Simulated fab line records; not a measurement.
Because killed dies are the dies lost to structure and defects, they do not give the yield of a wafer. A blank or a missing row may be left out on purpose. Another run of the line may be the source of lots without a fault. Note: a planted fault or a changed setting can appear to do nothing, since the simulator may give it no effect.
Shared-tool check || flow gf180mcu || Lots sampled 12, wafers sampled 36

WHY THIS WAS OPENED
At GF_HV_LDD_THK_MEAS_57 the reading HV_LDD_CVD_56_THK is flagged on 2 of 12 lots. Wafers without a fault read 90.4 nm, standard deviation 0.93.
Rule: a lot is flagged when every wafer of it that has a number lies more than 4 standard deviations from that mean, or none has a number. The other lots count as sound.

{"lot": "L534", "measured": "day 12 16:43", "on": "film_metro-04", "HV_LDD_CVD_56_THK (nm), wafer by wafer": "90.6 90.8 90.3", "flag": ""}
{"lot": "L535", "measured": "day 13 01:14", "on": "film_metro-03", "HV_LDD_CVD_56_THK (nm), wafer by wafer": "90.5 90.1 90.8", "flag": ""}
{"lot": "L536", "measured": "day 13 13:53", "on": "film_metro-03", "HV_LDD_CVD_56_THK (nm), wafer by wafer": "89.1 90.0 88.9", "flag": ""}
{"lot": "L537", "measured": "day 13 16:24", "on": "film_metro-04", "HV_LDD_CVD_56_THK (nm), wafer by wafer": "89.1 89.5 89.5", "flag": ""}
{"lot": "L544", "measured": "day 15 20:29", "on": "film_metro-04", "HV_LDD_CVD_56_THK (nm), wafer by wafer": "76.6 76.5 75.3", "flag": "FLAGGED"}
{"lot": "L546", "measured": "day 16 15:28", "on": "film_metro-04", "HV_LDD_CVD_56_THK (nm), wafer by wafer": "78.2 78.6 78.1", "flag": "FLAGGED"}
{"lot": "L547", "measured": "day 16 18:52", "on": "film_metro-04", "HV_LDD_CVD_56_THK (nm), wafer by wafer": "91.2 91.2 90.8", "flag": ""}
{"lot": "L548", "measured": "day 17 03:13", "on": "film_metro-04", "HV_LDD_CVD_56_THK (nm), wafer by wafer": "90.7 89.6 90.0", "flag": ""}
{"lot": "L549", "measured": "day 17 12:05", "on": "film_metro-01", "HV_LDD_CVD_56_THK (nm), wafer by wafer": "89.1 90.3 88.9", "flag": ""}
{"lot": "L555", "measured": "day 19 13:43", "on": "film_metro-03", "HV_LDD_CVD_56_THK (nm), wafer by wafer": "90.9 90.5 90.0", "flag": ""}
{"lot": "L556", "measured": "day 20 00:01", "on": "film_metro-03", "HV_LDD_CVD_56_THK (nm), wafer by wafer": "90.9 91.0 90.7", "flag": ""}
{"lot": "L557", "measured": "day 20 07:14", "on": "film_metro-01", "HV_LDD_CVD_56_THK (nm), wafer by wafer": "91.6 92.6 91.4", "flag": ""}
On average the flagged lots' numbers are 77.2 nm, which is -13.2 nm against the usual, or -14 standard deviations.

EACH LOT AND THE TOOL IT RAN ON
Before the reading, the record contains 2 process steps out of a 602-step route. Each cell gives the tool, then ch followed by the chambers the sampled wafers passed through, then the start.
{"lot": "L534", "flag": "", "GF_HV_LDD_STRIP_49": "plasma_asher-01 ch 0, day 12 13:49", "GF_HV_LDD_CVD_56": "lpcvd-01 ch 1, day 12 15:17"}
{"lot": "L535", "flag": "", "GF_HV_LDD_STRIP_49": "plasma_asher-02 ch 0,1, day 12 22:16", "GF_HV_LDD_CVD_56": "lpcvd-02 ch 0, day 12 23:49"}
{"lot": "L536", "flag": "", "GF_HV_LDD_STRIP_49": "plasma_asher-01 ch 0,1, day 13 10:55", "GF_HV_LDD_CVD_56": "lpcvd-02 ch 1, day 13 12:28"}
{"lot": "L537", "flag": "", "GF_HV_LDD_STRIP_49": "plasma_asher-04 ch 0,1, day 13 13:22", "GF_HV_LDD_CVD_56": "lpcvd-02 ch 0, day 13 14:58"}
{"lot": "L544", "flag": "FLAGGED", "GF_HV_LDD_STRIP_49": "plasma_asher-01 ch 0,1, day 15 16:31", "GF_HV_LDD_CVD_56": "lpcvd-01 ch 1, day 15 19:03"}
{"lot": "L546", "flag": "FLAGGED", "GF_HV_LDD_STRIP_49": "plasma_asher-01 ch 0,1, day 16 10:58", "GF_HV_LDD_CVD_56": "lpcvd-01 ch 0, day 16 13:20"}
{"lot": "L547", "flag": "", "GF_HV_LDD_STRIP_49": "plasma_asher-01 ch 0,1, day 16 15:58", "GF_HV_LDD_CVD_56": "lpcvd-02 ch 0, day 16 17:26"}
{"lot": "L548", "flag": "", "GF_HV_LDD_STRIP_49": "plasma_asher-02 ch 0, day 17 00:19", "GF_HV_LDD_CVD_56": "lpcvd-02 ch 1, day 17 01:47"}
{"lot": "L549", "flag": "", "GF_HV_LDD_STRIP_49": "plasma_asher-04 ch 0,1, day 17 08:25", "GF_HV_LDD_CVD_56": "lpcvd-02 ch 1, day 17 10:38"}
{"lot": "L555", "flag": "", "GF_HV_LDD_STRIP_49": "plasma_asher-04 ch 0,1, day 19 10:48", "GF_HV_LDD_CVD_56": "lpcvd-02 ch 1, day 19 12:17"}
{"lot": "L556", "flag": "", "GF_HV_LDD_STRIP_49": "plasma_asher-01 ch 0,1, day 19 21:06", "GF_HV_LDD_CVD_56": "lpcvd-02 ch 1, day 19 22:35"}
{"lot": "L557", "flag": "", "GF_HV_LDD_STRIP_49": "plasma_asher-02 ch 0,1, day 20 04:20", "GF_HV_LDD_CVD_56": "lpcvd-01 ch 0, day 20 05:47"}
What is done by these steps:
- GF_HV_LDD_STRIP_49: strips in O2/N2.
- GF_HV_LDD_CVD_56: deposits Si3N4 from DCS/NH3, target thk 90 nm, time 1543 s.
- GF_HV_LDD_THK_MEAS_57

FLAGGED OVER TOTAL, TOOL BY TOOL (the gauges that took the reading come last)
{"step": "GF_HV_LDD_STRIP_49", "tool": "plasma_asher-01", "lots run": 6, "flagged": 2, "share of the flagged lots": "all", "sound lots run after its first flagged lot": "2 (L547,L556)"}
{"step": "GF_HV_LDD_STRIP_49", "tool": "plasma_asher-02", "lots run": 3, "flagged": 0, "share of the flagged lots": "none", "sound lots run after its first flagged lot": "-"}
{"step": "GF_HV_LDD_STRIP_49", "tool": "plasma_asher-04", "lots run": 3, "flagged": 0, "share of the flagged lots": "none", "sound lots run after its first flagged lot": "-"}
{"step": "GF_HV_LDD_CVD_56", "tool": "lpcvd-01", "lots run": 4, "flagged": 2, "share of the flagged lots": "all", "sound lots run after its first flagged lot": "1 (L557)"}
{"step": "GF_HV_LDD_CVD_56", "tool": "lpcvd-02", "lots run": 8, "flagged": 0, "share of the flagged lots": "none", "sound lots run after its first flagged lot": "-"}
{"step": "GF_HV_LDD_THK_MEAS_57", "tool": "film_metro-01", "lots run": 2, "flagged": 0, "share of the flagged lots": "none", "sound lots run after its first flagged lot": "-"}
{"step": "GF_HV_LDD_THK_MEAS_57", "tool": "film_metro-03", "lots run": 4, "flagged": 0, "share of the flagged lots": "none", "sound lots run after its first flagged lot": "-"}
{"step": "GF_HV_LDD_THK_MEAS_57", "tool": "film_metro-04", "lots run": 6, "flagged": 2, "share of the flagged lots": "all", "sound lots run after its first flagged lot": "2 (L547,L548)"}

THE TABLE: WHAT IT ALLOWS
Every flagged lot was run by 3 rows of the table: plasma_asher-01 at GF_HV_LDD_STRIP_49, lpcvd-01 at GF_HV_LDD_CVD_56 and film_metro-04 at GF_HV_LDD_THK_MEAS_57.
- plasma_asher-01 at GF_HV_LDD_STRIP_49: 2 of its 6 lots flagged. After the first flagged lot (L547, L556), sound lots still ran on it; a lasting fault on the whole tool would not permit that.
- lpcvd-01 at GF_HV_LDD_CVD_56: 2 of its 4 lots flagged. After the first flagged lot (L557), sound lots still ran on it; a lasting fault on the whole tool would not permit that.
- film_metro-04 at GF_HV_LDD_THK_MEAS_57: 2 of its 6 lots flagged. After the first flagged lot (L547, L548), sound lots still ran on it; a lasting fault on the whole tool would not permit that.
No row of the table ran every flagged lot and no sound lot after the first.

WHAT THE SIMULATOR PUT IN
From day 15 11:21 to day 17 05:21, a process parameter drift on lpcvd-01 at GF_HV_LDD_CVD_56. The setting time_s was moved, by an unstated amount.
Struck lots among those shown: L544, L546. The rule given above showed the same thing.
